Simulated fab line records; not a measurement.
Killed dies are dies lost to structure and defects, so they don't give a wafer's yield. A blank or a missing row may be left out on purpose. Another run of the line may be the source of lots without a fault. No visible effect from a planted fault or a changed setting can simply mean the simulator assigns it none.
Which tool was responsible? / flow sky130 / 6 lots, 18 wafers sampled, at 2 steps of a route of 708

## WHAT EACH GAUGE READ, for each wafer
SKY_VT_ADJUST_HVTP_TW_MEAS_11.
lot=L739; measured=day 6 13:08; on=film-metro-03; VT_ADJUST_HVTP_TW=1329 1329 1332
lot=L742; measured=day 7 10:55; on=film-metro-01; VT_ADJUST_HVTP_TW=1354 1351 1343
lot=L745; measured=day 8 04:19; on=film-metro-02; VT_ADJUST_HVTP_TW=1347 1341 1343
lot=L747; measured=day 8 17:13; on=film-metro-02; VT_ADJUST_HVTP_TW=1320 1314 1316
lot=L756; measured=day 11 02:58; on=film-metro-01; VT_ADJUST_HVTP_TW=1337 1331 1331
lot=L758; measured=day 11 13:11; on=film-metro-01; VT_ADJUST_HVTP_TW=1342 1348 1337

## TOOL THAT RAN EACH LOT (tool first, then ch and the chambers of the sampled wafers, then the start)
lot=L739; SKY_VT_ADJUST_HVTP_IMPLANT_09=implanter-03 ch 0, day 6 12:53
lot=L742; SKY_VT_ADJUST_HVTP_IMPLANT_09=implanter-03 ch 0, day 7 10:40
lot=L745; SKY_VT_ADJUST_HVTP_IMPLANT_09=implanter-01 ch 0, day 8 04:04
lot=L747; SKY_VT_ADJUST_HVTP_IMPLANT_09=implanter-01 ch 0, day 8 16:58
lot=L756; SKY_VT_ADJUST_HVTP_IMPLANT_09=implanter-02 ch 0, day 11 02:43
lot=L758; SKY_VT_ADJUST_HVTP_IMPLANT_09=implanter-02 ch 0, day 11 12:58
- SKY_VT_ADJUST_HVTP_IMPLANT_09

## THE ANSWER, worked out from the rows above alone
Rule: the usual values come from the lots themselves. The widest of any qualifying gaps counts: lots, ordered by their means at a reading, are off when they make up no more than a third of the lots, leave a main group of 4 or more, and stand apart from it by 3 or more times the standard deviation of that group's means. A main group is skipped when, at the precision printed for the reading in the tables above, its means are all equal. Also off: a lot with no number at a reading for which 4 or more lots have one. All remaining lots with rows at the step are treated as sound.
Nothing can be told from this: no lot is off at any reading shown.

## WHAT WAS PUT IN BY THE SIMULATOR
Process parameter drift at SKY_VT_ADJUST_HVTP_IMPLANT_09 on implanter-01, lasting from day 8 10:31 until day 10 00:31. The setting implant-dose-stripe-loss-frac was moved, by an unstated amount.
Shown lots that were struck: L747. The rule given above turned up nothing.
